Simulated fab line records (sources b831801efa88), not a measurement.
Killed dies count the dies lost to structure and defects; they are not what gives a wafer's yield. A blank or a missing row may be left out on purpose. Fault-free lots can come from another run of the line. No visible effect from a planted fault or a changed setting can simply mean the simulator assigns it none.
fab line records -- flow sky130
record: lots: 12, wafers: 36, lastDay: 50
route steps=708 shown FIELD_ISO@3 SONOS_ONO@183 LDD_LDN@301 PAD_OPEN@708
lots with no fault: from the same line, run without faults
startH: the number of hours between the record's first day and the start of the first shown wafer of the lot -- waitH: hours since the lot's step before -- " same as the row above -- L1.1+2: a single row standing in for several wafers -- - value missing, or start not given -- * or withheld: withheld -- < > ~ a bound
route shown NAME@n: a module of which the file shows steps, and the number in the route of the first -- usual: the fault-free wafers' mean and standard deviation -- same: alike in all rows -- chamber/n: place in a boat -- sites: the reading at each site -- _std_site: the values' standard deviation -- _edge_site: inner sites' mean taken away from outer sites' mean -- radiusMm: for every site, how far away it sits from the centre of the wafer -- mask NAME#n: copy n -- behind: the tool/chamber that last shaped the wafer -- hold: why the lot was held/for how many hours/how that ended -- device: which transistor (n, p or np) failed to switch -- end of line: at the end of the route, the tests of the same wafers -- step lacking rows: just its recipe -- killed: at the first sort, the dies lost to defects and structure; wafer yield is something else -- map: a wafer's dies, marking killed ones x, the rest . and places with no die _
set.NAME: setting as actually run; set.NAME@STEP: the setting as run at that earlier step -- model.NAME: the simulator's own value behind a step, which no gauge read
the route's steps for a sample of lots (tables are steps, rows are wafers)
services: a tool's chamber out of use, with start hour (startH, from the record's first day; less than 0 if before it), hours out, and reason
== steps ==
step: SKY_FIELD_ISO_THK_MEAS_02
recipe: reads: SiO2_of_FIELD_ISO_OXIDATION_01
usual: FIELD_ISO_OXIDATION_00_THK: 11.82/0.29
lot.wafer,tool,chamber,startH,waitH,FIELD_ISO_OXIDATION_00_THK[nm]
L368.1,filmMetro-01,-,11.97,0.0,11.49
L368.4,filmMetro-01,-,11.97,0.0,11.39
L368.6,filmMetro-01,-,11.97,0.0,11.43
L370.2,filmMetro-01,-,22.72,0.0,11.43
L370.4,filmMetro-01,-,22.72,0.0,11.56
L370.5,filmMetro-01,-,22.72,0.0,11.49
L375.3,filmMetro-01,-,46.65,0.0,12.28
L375.4,filmMetro-01,-,46.65,0.0,12.21
L375.5,filmMetro-01,-,46.65,0.0,12.17
L376.1,filmMetro-02,-,51.63,0.0,11.23
L376.2,filmMetro-02,-,51.63,0.0,11.19
L376.4,filmMetro-02,-,51.63,0.0,11.04
L377.3,filmMetro-03,-,57.59,0.0,11.79
L377.5,filmMetro-03,-,57.59,0.0,12.00
L377.6,filmMetro-03,-,57.59,0.0,11.87
L378.2,filmMetro-03,-,61.66,0.0,11.41
L378.3,filmMetro-03,-,61.66,0.0,11.37
L378.6,filmMetro-03,-,61.66,0.0,11.38
L380.2,filmMetro-02,-,72.08,0.0,12.08
L380.3,filmMetro-02,-,72.08,0.0,11.98
L380.4,filmMetro-02,-,72.08,0.0,12.07
L382.1,filmMetro-03,-,81.63,0.0,11.98
L382.2,filmMetro-03,-,81.63,0.0,11.97
L382.3,filmMetro-03,-,81.63,0.0,12.22
L386.1,filmMetro-01,-,101.81,0.0,12.00
L386.4,filmMetro-01,-,101.81,0.0,11.89
L386.6,filmMetro-01,-,101.81,0.0,11.95
L387.1,filmMetro-02,-,107.11,0.0,11.83
L387.4,filmMetro-02,-,107.11,0.0,12.19
L387.6,filmMetro-02,-,107.11,0.0,11.62
L390.1,filmMetro-01,-,127.75,0.0,11.69
L390.2,filmMetro-01,-,127.75,0.0,11.77
L390.3,filmMetro-01,-,127.75,0.0,11.74
L391.1,filmMetro-03,-,127.75,0.0,12.06
L391.3,filmMetro-03,-,127.75,0.0,12.10
L391.6,filmMetro-03,-,127.75,0.0,11.95
step: SKY_FIELD_ISO_ETCH_17
recipe: targetDepthA: 3420, maskMaterial: Si3N4, chemistry: HBr/Cl2/O2, target: Si, taperDeg: 5, icpW: 600, biasW: 150, pressureMtorr: 15, HBr_flow_sccm: 150, Cl2_flow_sccm: 40, O2_flow_sccm: 6, timeS: 97.7
usual: drypumpMotorCurrentA: 6.1/0.32, oesProductAu: 1.000/0.012, throttleValvePct: 25.656/0.012
lot.wafer,tool,chamber,startH,waitH,drypumpMotorCurrentA,oesProductAu,rfHoursCounterH,throttleValvePct
L368.1,rieSi-02,0,28.35,0.1,5.5,0.991,155,25.658
L368.4,rieSi-02,1,28.35,0.1,5.7,0.987,148,25.666
L368.6,rieSi-02,3,28.35,0.1,6.0,1.006,-,25.648
L370.2,rieSi-01,1,43.35,0.1,6.4,0.996,45,25.646
L370.4,rieSi-01,3,43.35,0.1,6.3,1.004,63,25.662
L370.5,rieSi-01,0,43.35,0.1,6.4,0.998,-,25.656
L375.3,rieSi-02,2,65.30,0.0,6.3,0.997,40,25.664
L375.4,rieSi-02,1,65.30,0.0,5.7,0.995,-,25.665
L375.5,rieSi-02,3,65.30,0.0,6.0,1.009,-,25.646
L376.1,rieSi-01,0,69.04,0.1,6.4,0.990,63,25.653
L376.2,rieSi-01,3,69.04,0.1,6.2,0.993,64,25.671
L376.4,rieSi-01,2,69.04,0.1,5.8,1.017,37,25.639
L377.3,rieSi-01,0,80.94,0.0,6.4,0.993,63,25.649
L377.5,rieSi-01,3,80.94,0.0,6.2,1.000,-,25.654
L377.6,rieSi-01,2,80.94,0.0,5.8,1.023,-,25.652
L378.2,rieSi-02,2,80.95,0.1,6.3,0.995,40,25.664
L378.3,rieSi-02,1,80.95,0.1,5.7,0.995,148,25.659
L378.6,rieSi-02,2,80.95,0.1,6.3,0.998,-,25.654
L380.2,rieSi-02,0,91.16,0.1,5.5,1.005,0,25.650
L380.3,rieSi-02,3,91.16,0.1,6.0,1.007,21,25.662
L380.4,rieSi-02,0,91.16,0.1,5.5,1.011,-,25.664
L382.1,rieSi-02,3,101.54,0.1,6.0,1.016,21,25.641
L382.2,rieSi-02,2,101.54,0.1,6.3,1.005,40,25.652
L382.3,rieSi-02,0,101.54,0.1,5.5,1.002,0,25.677
L386.1,rieSi-01,1,121.30,0.1,6.4,0.983,46,25.689
L386.4,rieSi-01,3,121.30,0.1,6.2,0.998,64,25.668
L386.6,rieSi-01,1,121.30,0.1,6.4,0.975,-,25.672
L387.1,rieSi-02,1,126.99,0.1,5.7,0.982,0,25.682
L387.4,rieSi-02,0,126.99,0.1,5.5,1.000,0,25.653
L387.6,rieSi-02,0,126.99,0.1,5.5,0.987,-,25.663
L390.1,rieSi-02,1,150.56,0.1,5.7,0.985,0,25.660
L390.2,rieSi-02,2,150.56,0.1,6.3,0.995,41,25.655
L390.3,rieSi-02,3,150.56,0.1,5.9,1.001,21,25.656
L391.1,rieSi-01,0,150.69,0.1,6.4,0.989,64,25.669
L391.3,rieSi-01,2,150.69,0.1,5.8,1.021,37,25.649
L391.6,rieSi-01,2,150.69,0.1,5.8,1.015,-,25.654
step: SKY_SONOS_ONO_ETCH_15
recipe: targetDepthNm: 19.52, chemistry: CHF3/O2, sourceW: 600, biasW: 200, pressureMtorr: 40, chf3FlowSccm: 50, O2_flow_sccm: 5, timeS: 7.8
usual: drypumpMotorCurrentA: 5.8/0.33, oesProductAu: 1.001/0.01, throttleValvePct: 8.825/0.0097
lot.wafer,tool,chamber,startH,waitH,drypumpMotorCurrentA,oesProductAu,rfHoursCounterH,throttleValvePct
L368.1,rieDiel-03,0,269.59,0.0,5.6,1.016,110,8.843
L368.4,rieDiel-03,1,269.59,0.0,5.8,1.008,-,8.822
L368.6,rieDiel-03,0,269.59,0.0,5.6,1.002,-,8.828
L370.2,rieDiel-03,1,295.77,0.0,5.9,0.996,7,8.802
L370.4,rieDiel-03,2,295.77,0.0,5.4,1.008,7,8.821
L370.5,rieDiel-03,1,295.77,0.0,5.8,0.993,-,8.809
L375.3,rieDiel-01,2,336.29,0.0,5.9,0.989,9,8.825
L375.4,rieDiel-01,3,336.29,0.0,5.2,1.003,46,8.828
L375.5,rieDiel-01,1,336.29,0.0,5.9,1.017,-,8.827
L376.1,rieDiel-03,0,336.59,0.0,5.6,1.002,111,8.822
L376.2,rieDiel-03,1,336.59,0.0,5.9,0.994,7,8.805
L376.4,rieDiel-03,1,336.59,0.0,5.9,0.989,-,8.829
L377.3,rieDiel-02,0,361.54,0.0,5.6,1.009,15,8.835
L377.5,rieDiel-02,0,361.54,0.0,5.6,1.009,-,8.832
L377.6,rieDiel-02,1,361.54,0.0,5.9,0.985,-,8.821
L378.2,rieDiel-01,1,361.84,0.0,5.9,1.016,5,8.817
L378.3,rieDiel-01,0,361.84,0.0,6.0,1.005,24,8.832
L378.6,rieDiel-01,1,361.84,0.0,5.9,1.018,-,8.823
L380.2,rieDiel-01,0,375.17,0.0,5.9,0.992,24,8.828
L380.3,rieDiel-01,2,375.17,0.0,6.0,0.989,9,8.809
L380.4,rieDiel-01,1,375.17,0.0,5.9,1.004,5,8.839
L382.1,rieDiel-02,1,391.64,0.0,5.8,1.001,1,8.799
L382.2,rieDiel-02,0,391.64,0.0,5.6,1.012,15,8.824
L382.3,rieDiel-02,2,391.64,0.0,5.5,0.990,97,8.804
L386.1,rieDiel-02,1,452.02,0.0,5.9,1.014,2,8.835
L386.4,rieDiel-02,0,452.02,0.0,5.6,1.000,-,8.813
L386.6,rieDiel-02,1,452.02,0.0,5.9,1.005,-,8.827
L387.1,rieDiel-02,1,454.49,0.0,5.8,1.004,2,8.817
L387.4,rieDiel-02,3,454.49,0.0,6.5,1.015,-,8.853
L387.6,rieDiel-02,0,454.49,0.0,5.6,1.008,-,8.822
L391.1,rieDiel-03,0,469.59,0.0,5.6,0.994,1,8.820
L391.3,rieDiel-03,3,469.59,0.0,5.9,1.004,3,8.835
L391.6,rieDiel-03,1,469.59,0.0,5.9,0.992,-,8.840
L390.1,rieDiel-02,0,471.59,0.0,5.6,1.007,17,8.836
L390.2,rieDiel-02,1,471.59,0.0,5.9,0.987,3,8.838
L390.3,rieDiel-02,3,471.59,0.0,6.5,1.012,19,8.847
step: SKY_LDD_LDN_STRIP_12
recipe: chemistry: O2/N2, powerW: 1400, pressureMtorr: 1500, platenTempC: withheld, o2FlowSccm: 3000, n2FlowSccm: 300, overashFraction: 0.5
usual: chamberPressureMTorr: 1500.2/1.4, drypumpMotorCurrentA: 5.7/0.39, oesProductAu: 0.716/0.0045, overashFraction: 0.5/0, stripTimeToEndpointS: 14.19/0.043
lot.wafer,tool,chamber,startH,waitH,chamberPressureMTorr,drypumpMotorCurrentA,oesProductAu,overashFraction,rfHoursCounterH,stripTimeToEndpointS
L368.1,plasmaAsher-02,1,514.67,0.1,1500.2,6.0,0.715,0.5,39,14.17
L368.4,plasmaAsher-02,0,514.67,0.1,1499.1,6.0,0.719,0.5,-,14.21
L368.6,plasmaAsher-02,0,514.67,0.1,1502.8,6.0,0.707,0.5,-,14.18
L370.2,plasmaAsher-02,0,544.77,0.1,1497.8,6.0,0.717,0.5,42,14.19
L370.4,plasmaAsher-02,0,544.77,0.1,1499.3,6.0,0.716,0.5,-,14.22
L370.5,plasmaAsher-02,1,544.77,0.1,1497.6,6.0,0.716,0.5,-,14.21
L375.3,plasmaAsher-02,0,585.45,0.1,-,-,-,-,-,-
L375.4,plasmaAsher-02,1,585.45,0.1,-,-,-,-,-,-
L375.5,plasmaAsher-02,1,585.45,0.1,-,-,-,-,-,-
L376.1,plasmaAsher-04,1,587.87,0.1,-,-,-,-,-,-
L376.2,plasmaAsher-04,0,587.87,0.1,-,-,-,-,-,-
L376.4,plasmaAsher-04,1,587.87,0.1,-,-,-,-,-,-
L377.3,plasmaAsher-04,0,611.43,0.1,-,-,-,-,-,-
L377.5,plasmaAsher-04,1,611.43,0.1,-,-,-,-,-,-
L377.6,plasmaAsher-04,0,611.43,0.1,-,-,-,-,-,-
L378.2,plasmaAsher-02,0,612.07,0.1,1499.6,6.0,0.718,0.5,48,14.16
L378.3,plasmaAsher-02,0,612.07,0.1,1499.0,6.0,0.716,0.5,-,14.19
L378.6,plasmaAsher-02,0,612.07,0.1,1498.1,6.0,0.710,0.5,-,14.17
L380.2,plasmaAsher-02,0,633.27,0.1,1501.2,6.0,0.720,0.5,51,14.22
L380.3,plasmaAsher-02,0,633.27,0.1,1500.5,6.0,0.717,0.5,-,14.16
L380.4,plasmaAsher-02,1,633.27,0.1,1498.3,6.0,0.712,0.5,-,14.14
L382.1,plasmaAsher-02,1,641.02,0.1,1498.8,6.0,0.716,0.5,52,14.20
L382.2,plasmaAsher-02,0,641.02,0.1,1497.2,6.0,0.707,0.5,52,14.15
L382.3,plasmaAsher-02,1,641.02,0.1,1497.7,6.0,0.716,0.5,-,14.20
L386.1,plasmaAsher-02,0,699.92,0.1,1500.2,6.0,0.714,0.5,59,14.23
L386.4,plasmaAsher-02,1,699.92,0.1,1502.3,6.0,0.730,0.5,-,14.18
L386.6,plasmaAsher-02,1,699.92,0.1,1500.0,6.0,0.721,0.5,-,14.22
L387.1,plasmaAsher-01,1,700.65,0.1,1499.9,4.8,0.721,0.5,99,14.18
L387.4,plasmaAsher-01,0,700.65,0.1,1501.0,5.6,0.710,0.5,-,14.18
L387.6,plasmaAsher-01,0,700.65,0.1,1501.8,5.6,0.709,0.5,-,14.21
L391.1,plasmaAsher-04,0,711.15,0.1,1500.6,5.5,0.709,0.5,29,14.24
L391.3,plasmaAsher-04,1,711.15,0.1,1500.7,5.3,0.714,0.5,-,14.21
L391.6,plasmaAsher-04,0,711.15,0.1,1499.9,5.5,0.726,0.5,-,14.27
L390.1,plasmaAsher-02,0,712.57,0.1,1500.3,6.0,0.718,0.5,60,14.10
L390.2,plasmaAsher-02,1,712.57,0.1,1501.2,6.0,0.706,0.5,60,14.18
L390.3,plasmaAsher-02,0,712.57,0.1,1498.8,6.0,0.719,0.5,-,14.14
step: SKY_PAD_OPEN_PROBE_99
usual: killed_at_M0_to_M3: 43/6.2, killed_at_M4_up: 2.8/1.7, killedAtContacts: 24/4.8, killedAtFrontEnd: 15/4.3, killedAtOther: 0.3/0.55, killedDies: 85/8.4, killedOnRim: 17/3.8, killedOpen: 46/6.7, killedShort: 38/6.2
same: grossDies: 492, killedAtBackSide: 0
lot.wafer,tool,chamber,startH,waitH,killed_at_M0_to_M3,killed_at_M4_up,killedAtContacts,killedAtFrontEnd,killedAtOther,killedDies,killedOnRim,killedOpen,killedShort
L375.3,prober-02,-,1113.73,0.2,42,0,21,428,1,492,96,39,46
L375.4,prober-02,-,1113.78,0.2,33,2,18,439,0,492,96,37,33
L375.5,prober-02,-,1113.83,0.2,34,2,27,429,0,492,96,41,28
L376.1,prober-01,-,1116.57,0.1,41,3,23,425,0,492,96,51,37
L376.2,prober-01,-,1116.62,0.1,38,3,26,425,0,492,96,57,36
L376.4,prober-01,-,1116.72,0.2,45,3,31,413,0,492,96,63,34
L377.3,prober-02,-,1125.51,0.2,53,0,29,409,1,492,96,64,34
L377.5,prober-02,-,1125.61,0.2,43,1,23,425,0,492,96,47,31
L377.6,prober-02,-,1125.66,0.2,45,2,27,417,1,492,96,48,40
killed by level:class
L375.3 SPACER:areaCvd=407 VIA1:geometricParticle:open=9 METAL2:geometricParticle:short=7 VIA3:geometricParticle:open=7 FIELD_ISO:geometricParticle:short=6 METAL1:geometricParticle:short=6 LI_CONTACT:geometricParticle:short=5 POLY_GATE:geometricParticle:open=4
L375.4 SPACER:areaCvd=422 VIA1:geometricParticle:open=11 FIELD_ISO:geometricParticle:short=5 METAL1:geometricParticle:short=5 FIELD_ISO:geometricParticle:open=4 POLY_GATE:geometricParticle:short=4 LI_CONTACT:geometricParticle:short=4 VIA2:geometricParticle:open=4
L375.5 SPACER:areaCvd=422 VIA1:geometricParticle:open=11 CONTACT:geometricParticle:short=9 CONTACT:geometricParticle:open=9 LI_CONTACT:geometricParticle:open=6 METAL1:geometricParticle:short=6 METAL2:geometricParticle:short=4 METAL3:geometricParticle:open=3
L376.1 SPACER:areaCvd=404 LI_CONTACT:geometricParticle:open=9 VIA1:geometricParticle:open=8 VIA3:geometricParticle:open=7 POLY_GATE:geometricParticle:open=7 CONTACT:geometricParticle:short=7 VIA2:geometricParticle:open=7 METAL1:geometricParticle:short=4
L376.2 SPACER:areaCvd=399 LI_CONTACT:geometricParticle:open=10 VIA1:geometricParticle:open=8 CONTACT:geometricParticle:open=8 FIELD_ISO:geometricParticle:open=7 VIA2:geometricParticle:open=7 POLY_GATE:geometricParticle:short=6 VIA3:geometricParticle:open=6
L376.4 SPACER:areaCvd=395 CONTACT:geometricParticle:open=13 LI_CONTACT:geometricParticle:open=11 VIA2:geometricParticle:open=11 VIA1:geometricParticle:open=10 POLY_GATE:geometricParticle:open=7 VIA3:geometricParticle:open=6 VIA1:geometricParticle:short=5
L377.3 SPACER:areaCvd=394 VIA1:geometricParticle:open=15 CONTACT:geometricParticle:open=12 LI_CONTACT:geometricParticle:open=10 FIELD_ISO:geometricParticle:open=8 METAL2:geometricParticle:short=7 VIA3:geometricParticle:open=6 VIA1:geometricParticle:short=6
L377.5 SPACER:areaCvd=414 VIA1:geometricParticle:open=11 CONTACT:geometricParticle:open=10 CONTACT:geometricParticle:short=5 VIA3:geometricParticle:open=5 POLY_GATE:geometricParticle:short=4 METAL2:geometricParticle:open=4 POLY_GATE:geometricParticle:open=3
L377.6 SPACER:areaCvd=404 CONTACT:geometricParticle:open=11 VIA2:geometricParticle:open=7 LI_CONTACT:geometricParticle:open=6 VIA1:geometricParticle:open=6 METAL2:geometricParticle:short=6 VIA3:geometricParticle:open=6 FIELD_ISO:geometricParticle:short=5
== services ==
tool,chamber,startH,hours,kind
rieSi-02,-,5.65,2.8,pm
plasmaAsher-02,-,7.43,0.7,repair
rieSi-01,1,15.25,2.5,repair
rieDiel-02,2,18.07,1.3,repair
rieSi-01,0,18.23,8.7,repair
rieSi-02,1,45.09,13.2,repair
rieDiel-02,3,87.36,10.2,repair
rieDiel-02,2,108.10,15.7,repair
plasmaAsher-02,-,108.82,9.0,pm
rieSi-01,2,190.71,3.5,repair
plasmaAsher-02,-,253.87,2.8,pm
rieSi-01,3,273.11,14.3,repair
rieSi-01,0,306.57,4.3,repair
rieSi-01,0,333.58,1.2,repair
rieDiel-02,0,337.89,1.9,repair
rieDiel-02,3,340.05,7.7,repair
rieSi-02,2,365.54,2.9,repair
rieSi-02,3,393.81,8.9,repair
rieSi-02,-,395.95,0.1,repair
plasmaAsher-02,-,401.10,14.6,pm
plasmaAsher-02,-,493.98,0.4,repair
rieSi-02,-,521.61,4.3,pm
plasmaAsher-02,-,638.71,1.4,repair
rieSi-02,3,698.30,5.8,repair
== key ==
firstSign: step: SKY_LDD_LDN_STRIP_12, reading: toolRecord, direction: missing
effect: step: SKY_PAD_OPEN_PROBE_99, reading: killedAtFrontEnd, direction: up, sigmas: 96, usual: 15, struck: 423
moreKillsBornAt: SKY_SPACER_CVD_00@lpcvd-02: 3661
metAt SKY_LDD_LDN_STRIP_12
struckLots L375,L376,L377
laterRowsLeftOut L375.3,L375.4,L375.5,L376.1,L376.2,L376.4,L377.3,L377.5,L377.6
testerLeftOut L375,L376,L377
notActingAt SKY_FIELD_ISO_THK_MEAS_02,SKY_FIELD_ISO_ETCH_17,SKY_SONOS_ONO_ETCH_15
onsetBetween 544.77 585.45
fault: kind: skippedStepWhole, tool: plasmaAsher-02,plasmaAsher-04, chamber: -, onsetH: 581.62, steps: SKY_LDD_LDN_STRIP_12, scope: struckLotsOnly
testerLeftOut: of these lots the tester's yield and bins aren't shown, on N5 and GAA mostly nor the transistor test; their killed dies are dies lost to structure and defects alone, not to doping, threshold or leakage, so they don't give the yield
laterRowsLeftOut: the simulator's readings of these wafers behind a module that went badly wrong aren't trusted and aren't shown, but for the sort
